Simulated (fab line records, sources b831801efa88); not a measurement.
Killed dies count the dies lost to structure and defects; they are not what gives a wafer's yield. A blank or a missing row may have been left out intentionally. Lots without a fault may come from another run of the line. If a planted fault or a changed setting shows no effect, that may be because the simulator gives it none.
Split-lot trial    flow sfqLine    on a route of 325 steps: 5 lots, 23 wafers read

SPLIT DETAILS
At SFQ_TRILAYER_L0_VIA_LITHO_EXPOSE_014 (exposes mask L0V, target cd 700 nm), the setting doseMj was moved away from the recipe's 21.3 on 8 of the 23 wafers read, by -3.4% to +6.3%. All remaining wafers had this setting at the recipe value.

FROM THE SPLIT TO THE READING: what the file shows between them, 2 steps
- SFQ_TRILAYER_L0_VIA_LITHO_PEB_016: peb time 60 s
- SFQ_TRILAYER_L0_VIA_LITHO_DEVELOP_015: time 60 s

THE READING
L0V.cdNm (the simulator's own value, which no gauge read), in nm, at SFQ_TRILAYER_L0_VIA_BARC_OPEN_VIA_ETCH_021 (etches BARC in O2, target depth 125 nm, time 41.7 s). The file does not state a usual value for it. The 15 wafers here that ran the recipe average 700.0 nm, standard deviation 1.6 nm.

wafer   tool, chamber at the split  doseMj as run  against the recipe  L0V.cdNm, nm  against lot-mates on the recipe
L074.1  krfScanner-01, 0            22.65          +6.3%               708.8         +9.6
L074.2  krfScanner-01, 0            21.3           recipe              698.6         -
L074.4  krfScanner-01, 0            22.65          +6.3%               709.3         +10.1
L074.5  krfScanner-01, 0            22.65          +6.3%               711.1         +11.9
L074.6  krfScanner-01, 0            21.3           recipe              699.7         -
L075.1  krfScanner-02, 0            21.3           recipe              701.1         -
L075.3  krfScanner-02, 0            21.3           recipe              700.8         -
L075.5  krfScanner-02, 0            21.3           recipe              700.8         -
L077.2  krfScanner-02, 0            21.3           recipe              700           -
L077.3  krfScanner-02, 0            21.3           recipe              700           -
L077.4  krfScanner-02, 0            21.3           recipe              697.2         -
L077.5  krfScanner-02, 0            21.3           recipe              698.9         -
L077.6  krfScanner-02, 0            21.3           recipe              699.5         -
L078.2  krfScanner-02, 0            22.08          +3.7%               709.4         +7.1
L078.3  krfScanner-02, 0            21.3           recipe              701.3         -
L078.4  krfScanner-02, 0            22.08          +3.7%               707.5         +5.2
L078.5  krfScanner-02, 0            21.3           recipe              703.2         -
L078.6  krfScanner-02, 0            22.08          +3.7%               707.6         +5.4
L082.1  krfScanner-02, 0            21.3           recipe              696.8         -
L082.2  krfScanner-02, 0            20.58          -3.4%               693.7         -5.7
L082.3  krfScanner-02, 0            21.3           recipe              701.2         -
L082.4  krfScanner-02, 0            20.58          -3.4%               692.8         -6.6
L082.6  krfScanner-02, 0            21.3           recipe              700.2         -

FIT RESULTS
A straight line over all 23 wafers: L0V.cdNm changes by +1.75 nm for each +1% of doseMj; r = +0.94; the points scatter about the line by 1.7 nm.
The same after taking each lot's own level away (the mean of its wafers on the recipe; 23 wafers): +1.69 nm for each +1%; r = +0.97; scatter 1.1 nm.
According to that fit, moving doseMj by its largest amount changes the reading by 11 nm.
Measured against the standard deviation above, the lots' own levels, which go from 699.12 to 702.25 nm, span 2.0 times it.
The two slopes are in agreement: the lot-to-lot level therefore moves the slope only a little.
Check: +10.9 nm against its lot-mates is what the line predicts for one of the wafers moved furthest among these (+6.3%) when that wafer is left out of the fit. It came out at +9.65 nm against them.

FURTHER SPLITS ON THESE WAFERS
Before the reading, these wafers also passed through other splits. Each is held against what the fit with the lots' levels taken away leaves over:
other split on the same wafers               wafers away from the commonest value  r with L0V.cdNm (lot level and that fit taken away)
SFQ_TRILAYER_INCOMING_OXIDATION_002 oxTimeS  15                                    +0.02
SFQ_TRILAYER_L0_LITHO_COAT_010 spinRpm       11                                    -0.13

THE FILE'S OWN FIT
L0V.cdNm changes by +1.68 nm for each +1% of doseMj, r = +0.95.
